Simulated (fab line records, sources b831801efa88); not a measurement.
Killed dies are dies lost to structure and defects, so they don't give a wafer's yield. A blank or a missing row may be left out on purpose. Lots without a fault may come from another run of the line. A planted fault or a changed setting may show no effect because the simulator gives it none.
Chamber matching | flow sky130 | SKY_LI_CONTACT_ETCH_14 on rie_diel-04: 4 sister chambers
The step etches BARC in N2/H2, stops on SiO2, time 45.9 s, target depth 60 nm. 8 wafers are shown with their chamber, then 8 later ones without.

WAFERS WITH THEIR CHAMBER
wafer  | chamber | drypump_motor_current_A (A) | oes_product_au (a.u.)
L084.1 | 1       | 5.5                         | 0.854
L084.2 | 3       | 6.5                         | 0.862
L084.5 | 1       | 5.5                         | 0.853
L084.6 | 2       | 5.8                         | 0.857
L087.1 | 3       | 6.4                         | 0.852
L087.2 | 2       | 5.8                         | 0.861
L087.3 | 0       | 6.0                         | 0.855
L087.4 | 0       | 6.0                         | 0.855

WAFERS WITHOUT THEIR CHAMBER
wafer  | drypump_motor_current_A (A) | oes_product_au (a.u.)
L087.5 | 5.8                         | 0.856
L087.6 | 6.5                         | 0.855
L086.1 | 6.5                         | 0.858
L086.2 | 6.0                         | 0.854
L086.3 | 5.8                         | 0.841
L086.4 | 6.0                         | 0.850
L086.5 | 5.8                         | 0.855
L086.6 | 6.5                         | 0.850

WHICH CHAMBER EACH WENT THROUGH
wafer  | from the rows above | in truth
L087.5 | 2                   | 2
L087.6 | 3                   | 3
L086.1 | 3                   | 3
L086.2 | 0                   | 0
L086.3 | 2                   | 2
L086.4 | 0                   | 0
L086.5 | 2                   | 2
L086.6 | 3                   | 3
Placed correctly: 8 of 8. Can't be placed from these rows: 0. Placed wrongly: 0.
How it was worked out, from the rows above alone: a wafer's distance from a chamber is the root of the sum, over the readings, of the square of ((its reading less the chamber's mean) divided by the reading's scatter). The wafer belongs to the nearest chamber; if the next one is less than 2 further off, it can't be placed. A chamber's mean is the mean of its shown wafers. The scatter: the root of (the sum of the squares of (reading less its chamber's mean) over the shown wafers, divided by (wafers less chambers)).
